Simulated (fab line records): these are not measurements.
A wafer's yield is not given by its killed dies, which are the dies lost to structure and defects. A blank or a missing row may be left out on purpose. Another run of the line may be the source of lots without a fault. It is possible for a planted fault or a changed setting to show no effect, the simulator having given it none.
Chamber matching / flow gf180mcu / GF_V5_ETCH_16 on rieDiel-03 has 4 sister chambers
The step etches BARC in N2/H2. 4 wafers are shown with their chamber, then 7 later ones without.

== EACH WAFER AND ITS CHAMBER ==
wafer=L699.2; chamber=0; chamberPressureMTorr (mTorr)=30.031
wafer=L713.6; chamber=1; chamberPressureMTorr (mTorr)=29.999
wafer=L714.2; chamber=2; chamberPressureMTorr (mTorr)=29.996
wafer=L714.3; chamber=3; chamberPressureMTorr (mTorr)=29.960

== WAFERS WITH NO CHAMBER GIVEN ==
wafer=L714.4; chamberPressureMTorr (mTorr)=29.987
wafer=L715.4; chamberPressureMTorr (mTorr)=29.965
wafer=L715.5; chamberPressureMTorr (mTorr)=30.048
wafer=L715.6; chamberPressureMTorr (mTorr)=29.967
wafer=L717.1; chamberPressureMTorr (mTorr)=29.998
wafer=L717.4; chamberPressureMTorr (mTorr)=29.968
wafer=L717.5; chamberPressureMTorr (mTorr)=29.974

== WHICH CHAMBER EACH ONE RAN IN ==
wafer=L714.4; from the rows above=can't be placed: 2 or 1 or 3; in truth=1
wafer=L715.4; from the rows above=3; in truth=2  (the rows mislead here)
wafer=L715.5; from the rows above=0; in truth=0
wafer=L715.6; from the rows above=3; in truth=3
wafer=L717.1; from the rows above=can't be placed: 1 or 2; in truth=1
wafer=L717.4; from the rows above=can't be placed: 3 or 2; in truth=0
wafer=L717.5; from the rows above=can't be placed: 3 or 2 or 1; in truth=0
2 of 7 placed correctly. Unplaceable from these rows: 4, with the true chamber sitting among the candidates in 2. Wrongly placed: 1.
How it was worked out, from the rows above alone: a wafer's distance from a chamber is the root of the sum, over the readings, of the square of ((its reading less the chamber's mean) divided by the reading's scatter). If the next closest chamber is less than 2 further off than the closest, the wafer can't be placed; otherwise it belongs to the closest. For every chamber, the mean is computed from those of its wafers that are shown. The scatter: root of mean squared gap, hidden wafer to nearest shown wafer, with one shown wafer a chamber.
